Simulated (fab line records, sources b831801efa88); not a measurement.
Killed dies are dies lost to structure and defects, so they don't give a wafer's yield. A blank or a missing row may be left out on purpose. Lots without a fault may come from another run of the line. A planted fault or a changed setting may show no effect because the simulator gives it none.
fab line records | flow gf180mcu
record lots=5 wafers=15 last_day=35
route steps=602 shown SALICIDE@278 CONTACT@287
lots that met no fault: from a run of the same line without faults
start_h: hours from the record's first day to the start of the lot's first wafer shown | wait_h: hours since the lot's step before | " the same as in the row above | L1.1+2: a row that stands for several wafers | - no value, or no start given | * or withheld: withheld | < > ~ a bound
route shown NAME@n: a module of which the file shows steps, and the number in the route of the first | usual: mean/standard deviation of fault-free wafers | same: alike in all rows | chamber/n: place in a boat | sites: the reading at each site | _std_site: their standard deviation | _edge_site: outer sites' mean less inner sites' | radius_mm: how far each site lies from the wafer's centre | mask NAME#n: copy n | behind: the tool/chamber that last shaped the wafer | hold: why the lot was held/for how many hours/how that ended | device: the transistor (n, p or np) that didn't switch | end of line: the same wafers' tests at the end of the route | a step without rows: its recipe alone | killed: dies lost to structure and defects at the first sort, not the wafer's yield | map: a wafer's dies, x killed, . not, _ none there
set.NAME: the setting as run; set.NAME@STEP: as run at that earlier step | model.NAME: the simulator's own value behind a step, which no gauge read
lots at some steps of the route; a table a step, a row a wafer
services: from which hour (start_h, from the record's first day; less than 0 if before it) a tool's chamber was out of use, for how many hours, and why
## steps
# step GF_SALICIDE_CLEAN_00
# recipe chemistry=SC1/SC2 mix=1:4:20 temp_c=70 time_s=150
# columns lot.wafer tool chamber start_h wait_h
L074.2+3+6 wet_bench-01 3 349.17 0.1
L079.3+4+5 wet_bench-04 2 400.02 0.0
L087.1+4+6 wet_bench-03 3 465.77 0.1
L091.1+4+6 wet_bench-01 3 500.82 0.1
L096.4+5+6 wet_bench-03 3 539.42 0.0
# step GF_SALICIDE_WET_ETCH_01
# recipe chemistry=dHF target_depth_nm=5 dry=ipa_marangoni target=SiO2 temp_c=25 dilution=100:1 time_s=100
# columns lot.wafer tool chamber start_h wait_h
L074.2+3+6 wet_bench-03 0 349.27 0.0
L079.3+4+5 wet_bench-01 1 400.07 0.0
L087.1+4+6 wet_bench-04 1 465.83 0.0
L091.1+4+6 wet_bench-04 0 500.88 0.0
L096.4+5+6 wet_bench-04 0 539.47 0.0
# step GF_SALICIDE_SPUTTER_02
# recipe material=Co target_thk_nm=10 power_w=1000 time_s=20 chamber_pressure_pa=0.4
# usual throttle_valve_pct=30.5/0.93
# columns lot.wafer tool chamber start_h wait_h throttle_valve_pct
L074.2 pvd_sputter-04 - 349.35 0.0 30.9
L074.3 " - " " 28.3
L074.6 " - " " 31.0
L079.3 pvd_sputter-03 - 400.11 0.0 30.5
L079.4 " - " " 30.8
L079.5 " - " " 30.5
L087.1 pvd_sputter-03 - 465.86 0.0 30.8
L087.4 " - " " 31.1
L087.6 " - " " 31.0
L091.1 pvd_sputter-02 - 500.91 0.0 28.7
L091.4 " - " " 29.7
L091.6 " - " " 29.6
L096.4 pvd_sputter-04 - 539.50 0.0 30.9
L096.5 " - " " 30.8
L096.6 " - " " 32.6
# step GF_SALICIDE_SPUTTER_03
# recipe material=TiN target_thk_nm=20 power_w=6500 time_s=16.7 chamber_pressure_pa=0.4
# usual throttle_valve_pct=30.5/0.95
# columns lot.wafer tool chamber start_h wait_h throttle_valve_pct
L074.2 pvd_sputter-04 - 349.37 0.0 30.6
L074.3 " - " " 28.3
L074.6 " - " " 30.8
L079.3 pvd_sputter-03 - 400.13 0.0 30.4
L079.4 " - " " 30.7
L079.5 " - " " 30.3
L087.1 pvd_sputter-03 - 465.89 0.0 30.4
L087.4 " - " " 31.2
L087.6 " - " " 31.4
L091.1 pvd_sputter-02 - 500.94 0.0 28.9
L091.4 " - " " 29.7
L091.6 " - " " 29.6
L096.4 pvd_sputter-04 - 539.53 0.0 30.8
L096.5 " - " " 31.1
L096.6 " - " " 32.6
# step GF_SALICIDE_RS_MEAS_04
# recipe thk_meas_gauge=four-point-probe reads=TiN_of_SALICIDE_SPUTTER_03+Co_of_SALICIDE_SPUTTER_02
# usual SALICIDE_TIN_RS=16.26/0.29
# columns lot.wafer tool chamber start_h wait_h SALICIDE_TIN_RS[ohm/sq]
L074.2 film_metro-03 - 349.42 0.0 16.54
L074.3 " - " " 16.57
L074.6 " - " " 16.57
L079.3 film_metro-01 - 400.20 0.1 16.18
L079.4 " - " " 16.02
L079.5 " - " " 16.03
L087.1 film_metro-04 - 465.92 0.0 16.59
L087.4 " - " " 15.82
L087.6 " - " " 16.01
L091.1 film_metro-04 - 500.97 0.0 16.51
L091.4 " - " " 16.49
L091.6 " - " " 16.41
L096.4 film_metro-01 - 539.62 0.1 16.17
L096.5 " - " " 16.77
L096.6 " - " " 15.95
# step GF_SALICIDE_THK_MEAS_05
# recipe thk_meas_gauge=xrf reads=TiN_of_SALICIDE_SPUTTER_03
# usual SALICIDE_TIN_THK=19.80/0.27
# columns lot.wafer tool chamber start_h wait_h SALICIDE_TIN_THK[nm]
L074.2 film_metro-03 - 349.53 0.1 19.95
L074.3 " - " " 20.19
L074.6 " - " " 20.01
L079.3 film_metro-01 - 400.30 0.1 19.81
L079.4 " - " " 20.10
L079.5 " - " " 19.75
L087.1 film_metro-04 - 466.04 0.1 19.38
L087.4 " - " " 19.62
L087.6 " - " " 19.86
L091.1 film_metro-04 - 501.09 0.1 19.87
L091.4 " - " " 20.01
L091.6 " - " " 19.95
L096.4 film_metro-01 - 539.71 0.1 19.98
L096.5 " - " " 19.79
L096.6 " - " " 19.90
# step GF_SALICIDE_RTA_06
# recipe temp_c=530 time_s=30 ambient=N2
# usual anneal_temp_c_max=531.9/0.52 lamp_power_pct=6.1/0.43 wafer_temp_C_max=532.7/0.68
# columns lot.wafer tool chamber start_h wait_h anneal_temp_c_max lamp_power_pct wafer_temp_C_max
L074.2 rtp_anneal-02 0 349.60 0.1 531.3 6.4 531.8
L074.3 " 0 " " 532.1 6.4 531.9
L074.6 " 0 " " 532.2 6.4 531.4
L079.3 rtp_anneal-02 0 400.37 0.1 532.4 6.4 532.7
L079.4 " 0 " " 532.2 6.4 532.0
L079.5 " 0 " " 531.6 6.4 532.4
L087.1 rtp_anneal-01 0 466.10 0.1 531.9 5.5 533.4
L087.4 " 0 " " 532.1 5.5 533.1
L087.6 " 0 " " 532.6 5.5 532.6
L091.1 rtp_anneal-01 0 501.15 0.1 532.2 5.5 533.0
L091.4 " 0 " " 532.3 5.5 533.2
L091.6 " 0 " " 532.4 5.5 533.3
L096.4 rtp_anneal-01 0 539.79 0.1 533.1 5.5 533.1
L096.5 " 0 " " 532.1 5.5 532.5
L096.6 " 0 " " 531.8 5.5 532.5
# step GF_SALICIDE_WET_ETCH_07
# recipe chemistry=SPM target_depth_nm=120 dry=n2_spin
# columns lot.wafer tool chamber start_h wait_h
L074.2+3+6 wet_bench-04 3 349.68 0.1
L079.3+4+5 wet_bench-01 0 400.44 0.1
L087.1+4+6 wet_bench-03 0 466.20 0.1
L091.1+4+6 wet_bench-03 3 501.25 0.1
L096.4+5+6 wet_bench-01 2 539.84 0.0
# step GF_SALICIDE_RTA_08
# recipe temp_c=800 time_s=30 ambient=N2
# usual anneal_temp_c_max=802.7/0.62 lamp_power_pct=17.1/1.1 wafer_temp_C_max=803.7/0.86
# columns lot.wafer tool chamber start_h wait_h anneal_temp_c_max lamp_power_pct wafer_temp_C_max
L074.2 rtp_anneal-01 0 349.80 0.0 803.3 15.4 804.2
L074.3 " 0 " " 802.8 15.4 804.6
L074.6 " 0 " " 804.3 15.4 804.4
L079.3 rtp_anneal-02 0 400.56 0.0 802.4 17.8 802.6
L079.4 " 0 " " 802.2 17.8 802.6
L079.5 " 0 " " 802.5 17.8 802.9
L087.1 rtp_anneal-02 0 466.31 0.0 802.1 17.9 802.3
L087.4 " 0 " " 802.4 17.8 804.5
L087.6 " 0 " " 802.4 17.8 804.7
L091.1 rtp_anneal-02 0 501.34 0.0 802.3 17.8 802.9
L091.4 " 0 " " 802.6 17.9 804.2
L091.6 " 0 " " 802.4 17.8 803.7
L096.4 rtp_anneal-02 0 539.99 0.1 802.2 17.8 803.6
L096.5 " 0 " " 802.2 17.9 802.9
L096.6 " 0 " " 801.8 17.8 803.4
# step GF_CONTACT_CVD_00
# recipe material=SiO2 target_thk_nm=300 sigma_open_frac=0.3 temp_c=400 time_s=50 sih4_flow_sccm=60 pressure_mtorr=6
# columns lot.wafer tool chamber start_h wait_h
L074.2+3+6 hdpcvd-01 0,2,0 349.88 0.1
L079.3+4+5 hdpcvd-02 0,1,2 400.63 0.1
L087.1+4+6 hdpcvd-01 1,1,2 466.41 0.1
L091.1+4+6 hdpcvd-01 1,1,2 501.44 0.1
L096.4+5+6 hdpcvd-01 0,2,1 554.42 14.4
# step GF_CONTACT_THK_MEAS_01
# recipe reads=SiO2_of_CONTACT_CVD_00
# usual CONTACT_CVD_00_THK=300/3.4
# columns lot.wafer tool chamber start_h wait_h CONTACT_CVD_00_THK[nm]
L074.2 film_metro-01 - 349.93 0.0 301
L074.3 " - " " 302
L074.6 " - " " 301
L079.3 film_metro-02 - 400.70 0.0 299
L079.4 " - " " 303
L079.5 " - " " 293
L087.1 film_metro-02 - 466.45 0.0 301
L087.4 " - " " 297
L087.6 " - " " 297
L091.1 film_metro-03 - 501.48 0.0 298
L091.4 " - " " 298
L091.6 " - " " 299
L096.4 film_metro-02 - 554.48 0.0 301
L096.5 " - " " 298
L096.6 " - " " 302
# step GF_CONTACT_CVD_02
# recipe material=SiO2 target_thk_nm=860 precursor=TEOS temp_c=400 time_s=95.992 rf_w=600
# usual heater_power_w=637/90 rf_fwd_power_W=594.9/2.3
# columns lot.wafer tool chamber start_h wait_h heater_power_w rf_fwd_power_W
L074.2 pecvd-03 0 349.98 0.0 586 597.0
L074.3 " 1 " " 685 599.6
L074.6 " 0 " " 490 596.9
L079.3 pecvd-04 2 400.74 0.0 679 594.8
L079.4 " 1 " " 554 593.4
L079.5 " 0 " " 756 592.2
L087.1 pecvd-02 0 466.51 0.1 509 591.1
L087.4 " 0 " " 554 594.2
L087.6 " 2 " " 758 597.6
L091.1 pecvd-03 2 501.54 0.1 587 597.9
L091.4 " 0 " " 531 591.7
L091.6 " 1 " " 778 593.6
L096.4 pecvd-02 1 554.55 0.1 697 593.7
L096.5 " 0 " " 560 595.7
L096.6 " 2 " " 702 597.3
# step GF_CONTACT_THK_MEAS_03
# recipe reads=SiO2_of_CONTACT_CVD_02
# usual CONTACT_CVD_02_THK=860/12
# columns lot.wafer tool chamber start_h wait_h CONTACT_CVD_02_THK[nm]
L074.2 film_metro-03 - 350.06 0.0 866
L074.3 " - " " 852
L074.6 " - " " 871
L079.3 film_metro-03 - 400.83 0.1 853
L079.4 " - " " 877
L079.5 " - " " 884
L087.1 film_metro-03 - 466.58 0.0 850
L087.4 " - " " 854
L087.6 " - " " 864
L091.1 film_metro-01 - 501.61 0.0 859
L091.4 " - " " 880
L091.6 " - " " 861
L096.4 film_metro-01 - 554.76 0.2 872
L096.5 " - " " 863
L096.6 " - " " 858
# step GF_CONTACT_CMP_04
# recipe material=SiO2 down_force_psi=4 platen_rpm=60 pad_velocity_m_s=0.94248
# usual motor_current_A=12.1/1.5 time_to_endpoint_s=108/5.5
# columns lot.wafer tool chamber start_h wait_h motor_current_A time_to_endpoint_s
L074.2 cmp-02 1 350.11 0.0 11.4 116
L074.3 " 0 " " 11.8 105
L074.6 " 1 " " 11.1 114
L079.4 cmp-02 2 400.92 0.1 15.2 114
L079.3 " 3 " " 10.9 102
L079.5 " 1 " " 11.5 119
L087.1 cmp-02 0 466.64 0.1 11.4 103
L087.4 " 2 " " 14.1 103
L087.6 " 0 " " 11.7 110
L091.4 cmp-01 2 501.77 0.1 10.0 114
L091.1 " 3 " " 14.5 104
L091.6 " 0 " " 10.8 113
L096.4 cmp-01 0 555.17 0.4 11.0 115
L096.6 " 0 " " 11.1 113
L096.5 " 1 " " 11.3 104
# step GF_CONTACT_BOW_MEAS_05
# recipe mode=bow
# usual CONTACT_BOW=67/6.6
# columns lot.wafer tool chamber start_h wait_h CONTACT_BOW[um]
L074.2 film_metro-03 - 350.43 0.3 56
L074.3 " - " " 74
L074.6 " - " " 69
L079.3 film_metro-03 - 401.21 0.2 75
L079.4 " - " " 66
L079.5 " - " " 62
L087.1 film_metro-02 - 466.94 0.2 65
L087.4 " - " " 62
L087.6 " - " " 66
L091.1 film_metro-02 - 501.97 0.1 63
L091.4 " - " " 64
L091.6 " - " " 69
L096.4 film_metro-03 - 555.53 0.3 65
L096.5 " - " " 56
L096.6 " - " " 75
# step GF_CONTACT_DEHYDRATE_06
# recipe temp_c=200 time_s=60
# usual chill_plate_temp_C=22.98/0.11
# columns lot.wafer tool chamber start_h wait_h chill_plate_temp_C
L074.2 litho_track-02 0 360.56 10.1 22.99
L074.3 " 0 " " 22.99
L074.6 " 0 " " 22.99
L079.3 litho_track-02 0 412.38 11.2 23.14
L079.4 " 0 " " 22.80
L079.5 " 0 " " 22.92
L087.1 litho_track-03 0 478.74 11.8 23.02
L087.4 " 0 " " 22.91
L087.6 " 0 " " 23.02
L091.1 litho_track-01 0 512.80 10.8 22.80
L091.4 " 0 " " 23.00
L091.6 " 0 " " 22.96
L096.4 litho_track-02 0 564.80 9.2 22.89
L096.5 " 0 " " 22.88
L096.6 " 0 " " 22.95
# step GF_CONTACT_HMDS_07
# recipe prime_time_s=60 prime_temp_c=120
# usual chill_plate_temp_C=23.03/0.11
# columns lot.wafer tool chamber start_h wait_h chill_plate_temp_C
L074.2 litho_track-02 0 360.71 0.1 23.02
L074.3 " 0 " " 23.01
L074.6 " 0 " " 22.91
L079.3 litho_track-02 0 412.53 0.1 22.99
L079.4 " 0 " " 23.01
L079.5 " 0 " " 23.07
L087.1 litho_track-03 0 478.89 0.1 23.03
L087.4 " 0 " " 23.00
L087.6 " 0 " " 22.94
L091.1 litho_track-01 0 512.95 0.1 23.10
L091.4 " 0 " " 23.04
L091.6 " 0 " " 23.04
L096.4 litho_track-02 0 564.95 0.1 23.06
L096.5 " 0 " " 23.16
L096.6 " 0 " " 23.05
# step GF_CONTACT_COAT_08
# recipe resist=BARC temp_c=withheld time_s=withheld spin_rpm=withheld resist_thk_nm=withheld
# usual chill_plate_temp_C=*
# columns lot.wafer tool chamber start_h wait_h chill_plate_temp_C
L074.2 litho_track-02 0 360.86 0.1 *
L074.3 " 0 " " *
L074.6 " 0 " " *
L079.3 litho_track-02 0 412.68 0.1 *
L079.4 " 0 " " *
L079.5 " 0 " " *
L087.1 litho_track-03 0 479.04 0.1 *
L087.4 " 0 " " *
L087.6 " 0 " " *
L091.1 litho_track-01 0 513.10 0.1 *
L091.4 " 0 " " *
L091.6 " 0 " " *
L096.4 litho_track-02 0 565.10 0.1 *
L096.5 " 0 " " *
L096.6 " 0 " " *
# step GF_CONTACT_COAT_09
# recipe resist=KrF spin_rpm=withheld resist_thk_nm=1000
# usual chill_plate_temp_C=23.01/0.11
# columns lot.wafer tool chamber start_h wait_h chill_plate_temp_C
L074.2 litho_track-02 0 - - 22.87
L074.3 " 0 " " 22.99
L074.6 " 0 " " 22.90
L079.3 litho_track-02 0 - - 23.06
L079.4 " 0 " " 22.85
L079.5 " 0 " " 22.98
L087.1 litho_track-03 0 - - 22.96
L087.4 " 0 " " 23.14
L087.6 " 0 " " 23.04
L091.1 litho_track-01 0 - - 23.05
L091.4 " 0 " " 23.20
L091.6 " 0 " " 23.22
L096.4 litho_track-02 0 - - 23.15
L096.5 " 0 " " 23.15
L096.6 " 0 " " 23.13
# step GF_CONTACT_SOFTBAKE_10
# recipe temp_c=130 time_s=57.13 resist=KrF
# usual chill_plate_temp_C=23.01/0.11
# columns lot.wafer tool chamber start_h wait_h chill_plate_temp_C
L074.2 litho_track-02 0 - - 22.81
L074.3 " 0 " " 22.93
L074.6 " 0 " " 22.77
L079.3 litho_track-02 0 - - 22.99
L079.4 " 0 " " 23.13
L079.5 " 0 " " 23.08
L087.1 litho_track-03 0 - - 23.11
L087.4 " 0 " " 23.16
L087.6 " 0 " " 23.11
L091.1 litho_track-01 0 - - 22.90
L091.4 " 0 " " 22.85
L091.6 " 0 " " 23.06
L096.4 litho_track-02 0 - - 23.11
L096.5 " 0 " " 22.96
L096.6 " 0 " " 23.03
# step GF_CONTACT_EXPOSE_11
# recipe mask_id=Contact target_cd_nm=220 na=0.68 source_shape=conventional sigma_outer=0.6 dose_mj=38
# same na=0.68
# columns lot.wafer tool chamber start_h wait_h mask
L074.2+3+6 krf_scanner-02 0 - - Contact#0
L079.3+4+5 krf_scanner-02 0 - - Contact#0
L087.1+4+6 krf_scanner-02 0 - - Contact#0
L091.1+4+6 krf_scanner-02 0 - - Contact#0
L096.4+5+6 krf_scanner-02 0 - - Contact#0
# step GF_CONTACT_PEB_12
# recipe peb_temp_c=135 peb_time_s=93.45 resist=KrF
# usual chill_plate_temp_C=22.98/0.11 plate_sensor_t_centre_C=136.13/0.0098 plate_sensor_t_edge_C=136.29/0.0095
# same peb_time_s=93.45
# columns lot.wafer tool chamber start_h wait_h chill_plate_temp_C plate_sensor_t_centre_C plate_sensor_t_edge_C
L074.2 litho_track-01 0 - - 22.87 136.14 136.29
L074.3 " 0 " " 22.91 136.14 136.29
L074.6 " 0 " " 22.89 136.13 136.32
L079.3 litho_track-02 0 - - 22.91 136.14 136.29
L079.4 " 0 " " 23.08 136.12 136.29
L079.5 " 0 " " 23.04 136.14 136.3
L087.1 litho_track-02 0 - - 22.83 136.13 136.31
L087.4 " 0 " " 23.10 136.14 136.31
L087.6 " 0 " " 22.96 136.14 136.29
L091.1 litho_track-01 0 - - 23.11 136.12 136.28
L091.4 " 0 " " 23.08 136.13 136.29
L091.6 " 0 " " 22.97 136.13 136.29
L096.4 litho_track-03 0 - - 22.76 136.13 136.3
L096.5 " 0 " " 22.89 136.12 136.31
L096.6 " 0 " " 22.82 136.14 136.29
# step GF_CONTACT_DEVELOP_13
# recipe develop_time_s=60 resist=KrF dev_temp_c=21
# usual chill_plate_temp_C=22.99/0.11
# columns lot.wafer tool chamber start_h wait_h chill_plate_temp_C
L074.2 litho_track-01 0 372.38 0.2 22.96
L074.3 " 0 " " 23.01
L074.6 " 0 " " 22.95
L079.3 litho_track-02 0 425.13 0.1 23.04
L079.4 " 0 " " 22.96
L079.5 " 0 " " 22.82
L087.1 litho_track-02 0 491.63 0.2 22.88
L087.4 " 0 " " 22.77
L087.6 " 0 " " 22.64
L091.1 litho_track-01 0 525.35 0.2 22.95
L091.4 " 0 " " 23.05
L091.6 " 0 " " 23.00
L096.4 litho_track-03 0 577.42 0.1 23.02
L096.5 " 0 " " 22.93
L096.6 " 0 " " 23.02
# step GF_CONTACT_CD_MEAS_14
# recipe target_cd_nm=220
# usual cd_nm=220.5/1.7
# columns lot.wafer tool chamber start_h wait_h cd_nm
L074.2 cd_sem-01 - 372.52 0.1 219.2
L074.3 " - " " 219.2
L074.6 " - " " 220.5
L079.3 cd_sem-02 - 425.27 0.1 219.8
L079.4 " - " " 218.9
L079.5 " - " " 219.4
L087.1 cd_sem-02 - 491.78 0.1 218.7
L087.4 " - " " 220.4
L087.6 " - " " 220.1
L091.1 cd_sem-02 - 525.50 0.1 219.0
L091.4 " - " " 219.0
L091.6 " - " " 217.7
L096.4 cd_sem-01 - 577.55 0.1 222.0
L096.5 " - " " 222.0
L096.6 " - " " 222.7
# step GF_CONTACT_OVL_MEAS_15
# usual CONTACT_OVL=1/4.9
# columns lot.wafer tool chamber start_h wait_h CONTACT_OVL[nm]
L074.2 overlay-02 - 372.63 0.1 -1
L074.3 " - " " -2
L074.6 " - " " -7
L079.3 overlay-02 - 425.36 0.1 2
L079.4 " - " " 9
L079.5 " - " " 3
L087.1 overlay-02 - 491.90 0.1 7
L087.4 " - " " 5
L087.6 " - " " 3
L091.1 overlay-02 - 525.62 0.1 2
L091.4 " - " " -1
L091.6 " - " " 4
L096.4 overlay-01 - 577.63 0.1 2
L096.5 " - " " 6
L096.6 " - " " 5
# step GF_CONTACT_ETCH_16
# recipe chemistry=N2/H2 target_depth_a=withheld overetch_a=withheld time_s=withheld target=BARC ion_energy_ev=200 source_w=500 bias_w=100 pressure_mtorr=30 n2_flow_sccm=100 h2_flow_sccm=200
# usual drypump_motor_current_A=5.7/0.48 oes_product_au=0.854/0.0045 rf_fwd_power_W=494.7/2.4 throttle_valve_pct=13.225/0.0086
# columns lot.wafer tool chamber start_h wait_h drypump_motor_current_A oes_product_au rf_fwd_power_W throttle_valve_pct
L074.2 rie_diel-02 0 372.66 0.0 6.2 0.854 496.7 13.234
L074.3 " 3 " " 5.3 0.854 495.9 13.219
L074.6 " 3 " " 5.3 0.846 496.6 13.217
L079.3 rie_diel-02 2 425.39 0.0 5.4 0.856 496.0 13.224
L079.4 " 1 " " 4.9 0.847 496.6 13.225
L079.5 " 0 " " 6.2 0.844 494.3 13.233
L087.1 rie_diel-04 2 491.93 0.0 6.2 0.864 492.3 13.223
L087.4 " 0 " " 4.8 0.853 495.5 13.226
L087.6 " 2 " " 6.2 0.860 492.6 13.220
L091.1 rie_diel-04 1 525.66 0.0 6.4 0.856 498.2 13.245
L091.4 " 0 " " 4.8 0.853 495.2 13.232
L091.6 " 0 " " 4.8 0.856 493.1 13.206
L096.4 rie_diel-04 0 577.65 0.0 4.8 0.861 496.2 13.214
L096.5 " 0 " " 4.8 0.857 494.2 13.235
L096.6 " 1 " " 6.4 0.851 495.4 13.228
# step GF_CONTACT_ETCH_17
# recipe chemistry=C4F8/O2/Ar mask_material=KrF target=SiO2 stop_on=CoSi2 source_w=1500 bias_w=1200 pressure_mtorr=40 c4f8_flow_sccm=withheld O2_flow_sccm=6 Ar_flow_sccm=300 time_s=withheld target_depth_a=8600
# usual oes_product_au=0.815/0.0048 rf_fwd_power_W=1494/5.1
# columns lot.wafer tool chamber start_h wait_h oes_product_au rf_fwd_power_W
L074.2 rie_diel-02 0 - - 0.814 1495
L074.3 " 3 " " 0.814 1493
L074.6 " 3 " " 0.811 1492
L079.3 rie_diel-02 2 - - 0.813 1493
L079.4 " 1 " " 0.808 1491
L079.5 " 0 " " 0.815 1494
L087.1 rie_diel-04 2 - - 0.816 1487
L087.4 " 0 " " 0.816 1493
L087.6 " 2 " " 0.808 1491
L091.1 rie_diel-04 1 - - 0.813 1502
L091.4 " 0 " " 0.809 1493
L091.6 " 0 " " 0.811 1494
L096.4 rie_diel-04 0 - - 0.818 1485
L096.5 " 0 " " 0.807 1497
L096.6 " 1 " " 0.818 1496
# step GF_CONTACT_STRIP_18
# recipe chemistry=O2/N2 power_w=1400 pressure_mtorr=1500 platen_temp_c=250 o2_flow_sccm=3000 n2_flow_sccm=300 overash_fraction=0.5
# usual drypump_motor_current_A=5.8/0.41 heater_power_w=338/52 oes_product_au=0.581/0.0044
# columns lot.wafer tool chamber start_h wait_h drypump_motor_current_A heater_power_w oes_product_au rf_hours_counter_h
L074.2 plasma_asher-02 0 372.82 - 5.7 431 0.585 77
L074.3 " 0 " " 5.7 432 0.587 -
L074.6 " 1 " " 6.2 299 0.587 -
L079.3 plasma_asher-02 1 425.58 - 6.2 298 0.585 -
L079.4 " 0 " " 5.8 411 0.578 -
L079.5 " 1 " " 6.2 302 0.577 -
L087.1 plasma_asher-03 1 492.10 - 6.6 284 0.573 2
L087.4 " 1 " " 6.6 272 0.582 -
L087.6 " 1 " " 6.6 277 0.584 -
L091.1 plasma_asher-01 1 525.82 - 5.7 352 0.586 45
L091.4 " 1 " " 5.7 335 0.582 -
L091.6 " 0 " " 5.2 314 0.581 -
L096.4 plasma_asher-02 1 577.85 - 6.2 299 0.586 -
L096.5 " 1 " " 6.2 297 0.578 -
L096.6 " 0 " " 5.7 442 0.577 -
# step GF_CONTACT_CLEAN_19
# recipe chemistry=SPM
# columns lot.wafer tool chamber start_h wait_h
L074.2+3+6 wet_bench-03 0 372.92 0.1
L079.3+4+5 wet_bench-04 3 425.65 0.0
L087.1+4+6 wet_bench-02 0 492.20 0.1
L091.1+4+6 wet_bench-02 0 525.92 0.1
L096.4+5+6 wet_bench-03 0 577.91 0.0
# step GF_CONTACT_CLEAN_20
# recipe chemistry=DIW
# columns lot.wafer tool chamber start_h wait_h
L074.2+3+6 wet_bench-04 2 373.01 0.0
L079.3+4+5 wet_bench-02 1 425.75 0.0
L087.1+4+6 wet_bench-03 1 492.29 0.0
L091.1+4+6 wet_bench-04 1 526.01 0.0
L096.4+5+6 wet_bench-04 2 578.00 0.0
# step GF_CONTACT_CLEAN_21
# recipe chemistry=dHF time_s=20 dilution=100:1 dry=ipa_marangoni
# columns lot.wafer tool chamber start_h wait_h
L074.2+3+6 wet_bench-02 2 373.11 0.0
L079.3+4+5 wet_bench-04 2 425.84 0.0
L087.1+4+6 wet_bench-04 2 492.39 0.0
L091.1+4+6 wet_bench-03 1 526.10 0.0
L096.4+5+6 wet_bench-04 3 578.10 0.0
# step GF_CONTACT_SPUTTER_22
# recipe material=Ti target_thk_nm=15 chamber_pressure_pa=5 power_w=2500 substrate_temp_c=200 time_s=80.02
# usual throttle_valve_pct=29.9/1.2
# columns lot.wafer tool chamber start_h wait_h throttle_valve_pct
L074.2 pvd_sputter-03 - 373.12 0.0 30.6
L074.3 " - " " 31.2
L074.6 " - " " 30.9
L079.3 pvd_sputter-01 - 425.86 0.0 27.8
L079.4 " - " " 28.4
L079.5 " - " " 30.0
L087.1 pvd_sputter-01 - 492.41 0.0 29.7
L087.4 " - " " 27.8
L087.6 " - " " 29.7
L091.1 pvd_sputter-03 - 526.12 0.0 31.2
L091.4 " - " " 30.5
L091.6 " - " " 30.8
L096.4 pvd_sputter-02 - 578.12 0.0 28.9
L096.5 " - " " 29.1
L096.6 " - " " 30.9
# step GF_CONTACT_SPUTTER_23
# recipe material=TiN target_thk_nm=10 chamber_pressure_pa=5 power_w=4000 time_s=40
# usual throttle_valve_pct=29.9/1.2
# columns lot.wafer tool chamber start_h wait_h throttle_valve_pct
L074.2 pvd_sputter-03 - 373.18 0.0 30.5
L074.3 " - " " 31.3
L074.6 " - " " 30.9
L079.3 pvd_sputter-01 - 425.92 0.0 27.8
L079.4 " - " " 28.3
L079.5 " - " " 30.0
L087.1 pvd_sputter-01 - 492.47 0.0 30.0
L087.4 " - " " 27.7
L087.6 " - " " 29.8
L091.1 pvd_sputter-03 - 526.18 0.0 31.0
L091.4 " - " " 30.3
L091.6 " - " " 31.2
L096.4 pvd_sputter-02 - 578.18 0.0 28.8
L096.5 " - " " 29.1
L096.6 " - " " 31.0
# step GF_CONTACT_CVD_24
# recipe material=W target_thk_nm=300 time_s=90.339 temp_c=400 pressure_torr=40
# usual heater_power_w=870/110
# columns lot.wafer tool chamber start_h wait_h heater_power_w
L074.2 cvd_w-01 0 373.22 0.0 966
L074.3 " 1 " " 1071
L074.6 " 1 " " 1108
L079.3 cvd_w-01 0 425.99 0.1 954
L079.4 " 1 " " 975
L079.5 " 0 " " 909
L087.1 cvd_w-01 0 492.51 0.0 956
L087.4 " 1 " " 950
L087.6 " 0 " " 927
L091.1 cvd_w-02 0 526.22 0.0 831
L091.4 " 1 " " 728
L091.6 " 1 " " 717
L096.4 cvd_w-02 0 578.25 0.1 838
L096.5 " 1 " " 719
L096.6 " 0 " " 817
# step GF_CONTACT_RS_MEAS_25
# recipe thk_meas_gauge=four-point-probe reads=W_of_CONTACT_CVD_24+TiN_of_CONTACT_SPUTTER_23+Ti_of_CONTACT_SPUTTER_22
# usual CONTACT_W_RS=0.382/0.006
# columns lot.wafer tool chamber start_h wait_h CONTACT_W_RS[ohm/sq]
L074.2 film_metro-02 - 373.34 0.1 0.383
L074.3 " - " " 0.376
L074.6 " - " " 0.383
L079.3 film_metro-03 - 426.10 0.1 0.371
L079.4 " - " " 0.377
L079.5 " - " " 0.370
L087.1 film_metro-01 - 492.61 0.1 0.383
L087.4 " - " " 0.385
L087.6 " - " " 0.381
L091.1 film_metro-03 - 526.32 0.1 0.383
L091.4 " - " " 0.387
L091.6 " - " " 0.385
L096.4 film_metro-01 - 578.38 0.1 0.390
L096.5 " - " " 0.387
L096.6 " - " " 0.389
# step GF_CONTACT_THK_MEAS_26
# recipe thk_meas_gauge=xrf reads=W_of_CONTACT_CVD_24
# usual CONTACT_W_THK=306/4.8
# columns lot.wafer tool chamber start_h wait_h CONTACT_W_THK[nm]
L074.2 film_metro-02 - 373.45 0.1 306
L074.3 " - " " 312
L074.6 " - " " 306
L079.3 film_metro-03 - 426.20 0.1 316
L079.4 " - " " 310
L079.5 " - " " 316
L087.1 film_metro-01 - 492.73 0.1 307
L087.4 " - " " 305
L087.6 " - " " 308
L091.1 film_metro-03 - 526.44 0.1 305
L091.4 " - " " 302
L091.6 " - " " 302
L096.4 film_metro-01 - 578.47 0.1 300
L096.5 " - " " 302
L096.6 " - " " 304
## services
# columns tool chamber start_h hours kind
pvd_sputter-03 - 338.76 1.5 repair
cmp-02 - 352.07 0.2 repair
plasma_asher-02 - 353.94 0.5 repair
rtp_anneal-01 - 373.46 81.5 pm
rie_diel-02 - 375.89 14.6 pm
rie_diel-04 - 376.21 14.6 pm
wet_bench-02 - 381.54 2.0 repair
krf_scanner-02 - 391.07 1.0 pm
rie_diel-04 0 391.95 15.9 repair
krf_scanner-02 - 395.95 1.3 pm
pvd_sputter-04 - 411.34 2.7 repair
krf_scanner-02 - 421.11 0.8 pm
krf_scanner-02 - 438.49 3.2 repair
hdpcvd-01 1 439.06 8.1 repair
krf_scanner-02 - 457.09 1.1 repair
rie_diel-02 2 461.32 8.2 repair
rie_diel-02 1 478.08 2.7 repair
rie_diel-02 3 489.69 3.7 repair
pvd_sputter-02 - 493.07 5.3 repair
krf_scanner-02 - 502.98 0.3 repair
pvd_sputter-01 - 523.20 2.3 repair
hdpcvd-01 - 539.25 15.0 pm
krf_scanner-02 - 543.76 1.0 pm
krf_scanner-02 - 571.85 1.3 pm
## key
fault none
